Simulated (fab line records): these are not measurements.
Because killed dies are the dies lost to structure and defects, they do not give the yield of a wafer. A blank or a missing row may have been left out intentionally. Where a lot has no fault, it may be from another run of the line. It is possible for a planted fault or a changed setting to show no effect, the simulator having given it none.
Struck lot and sound lot, side by side :: flow sky130 :: 16 steps out of a route of 708
Sound: the wafers L420.3, L420.4, L420.6. Wafers struck: L424.1, L424.4, L424.6. The cause comes at the end.
Order at every step that has rows: each side's tool, ch and its chambers, its first start. Under that, the readings that differ: sound wafers :: struck wafers :: difference of the means :: sigmas: that difference in standard deviations of wafers without a fault.
alike: a reading whose means differ by less than 2 such deviations, as well as words and numbers matching on both sides. not compared: withheld readings; readings where some wafer has no value; bounds like >300 that might hide an equal value; numbers whose values overlap and for which the record gives no deviation.
Wherever a step has rows on one side only, a row that says differs or no value, or a row with sigmas, the two part there. Numbers that don't overlap but have no deviation are shown without sigmas and don't part them. A reading that every wafer of one side lacks parts them only if that side has two wafers or more.

first, 3 steps without rows for these wafers: SKY_METAL1_EXPOSE_12 (exposes mask MM1, target cd 140 nm); SKY_METAL1_PEB_13; SKY_METAL1_DEVELOP_14 (develop time 60 s).
SKY_METAL1_CD_MEAS_15: target cd 140 nm.
  struck on cd sem-02, day 35 02:48; sound on cd sem-02, day 34 06:56
  alike: cd nm
SKY_METAL1_OVL_MEAS_16:
  struck on overlay-02, day 35 02:55; sound on overlay-01, day 34 07:01
  alike: METAL1_OVL
SKY_METAL1_DESCUM_17: chemistry O2, time 8 s.
  sound on rie metal-03 ch 0,1, day 34 07:04; struck on rie metal-03 ch 1, day 35 02:57
  alike: chamber pressure mTorr, drypump motor current A, oes product au
  not compared: rf hours counter h
SKY_METAL1_ETCH_18: etches BARC in N2/H2, stops on SiO2, time 45.9 s, target depth 60 nm.
  sound on rie metal-03 ch 0,1, day 34 07:06; struck on rie metal-03 ch 1, day 35 03:01
  alike: chamber pressure mTorr, drypump motor current A, n2 flow sccm, oes product au, throttle valve pct
  not compared: rf hours counter h
SKY_METAL1_METAL_ETCH_19: etches the open film in Cl2/BCl3, stops on SiO2, target depth 360 nm, time 78 s.
  sound on rie metal-03 ch 0,1, day 34 07:10; struck on rie metal-03 ch 1, day 35 03:08
reading: chamber pressure mTorr (mTorr)
sound: 9.995 9.983 9.996
struck: 10.027 10.022 10.006
difference: +0.027
sigmas: +3
  alike: drypump motor current A, oes product au, throttle valve pct
  not compared: rf hours counter h
SKY_METAL1_STRIP_20: strips in O2/N2.
  sound on plasma asher-04 ch 0,1, day 34 07:16; struck on plasma asher-03 ch 0,1, day 35 03:19
  alike: chamber pressure mTorr, drypump motor current A, n2 flow sccm, oes product au, strip time to endpoint s
  not compared: rf hours counter h
then, 3 steps without rows for these wafers: SKY_METAL1_STRIP_21 (strips in post etch residue remover, time 1200 s); SKY_METAL1_CLEAN_22 (cleans in IPA, time 180 s); SKY_METAL1_CLEAN_23 (cleans in O3/DIW).
SKY_VIA1_HDPCVD_00: deposits SiO2, target thk 1030 nm, time 171.7 s.
  sound on hdpcvd-01 ch 0,1,2, day 34 08:17; struck on hdpcvd-02 ch 0,1,2, day 35 04:14
SKY_VIA1_THK_MEAS_01:
  struck on film metro-01, day 35 04:20; sound on film metro-04, day 34 08:26
reading: VIA1_HDPCVD_THK (nm)
sound: 1037 1017 1026
struck: 2062 2075 2039
difference: +1032
sigmas: +99 or more
SKY_VIA1_CMP_02: polishes SiO2.
  sound on cmp-01 ch 0,2,3, day 34 08:38; struck on cmp-02 ch 0,1,2, day 35 04:30
  alike: motor current A
-- the record jumps here: 13 days lie between the struck wafers' starts before and after (it left off in module VIA1 and takes up again in module PAD_OPEN, whose first step shown is number 708 of the route) --
SKY_PAD_OPEN_PROBE_99:
  rows exist in the record for the struck wafers here (prober-02, day 47 16:46), but not for the sound ones

## WHERE THEY PART
First at SKY_METAL1_METAL_ETCH_19; last, within this record, at SKY_PAD_OPEN_PROBE_99.

WHY: the cause the simulator had injected
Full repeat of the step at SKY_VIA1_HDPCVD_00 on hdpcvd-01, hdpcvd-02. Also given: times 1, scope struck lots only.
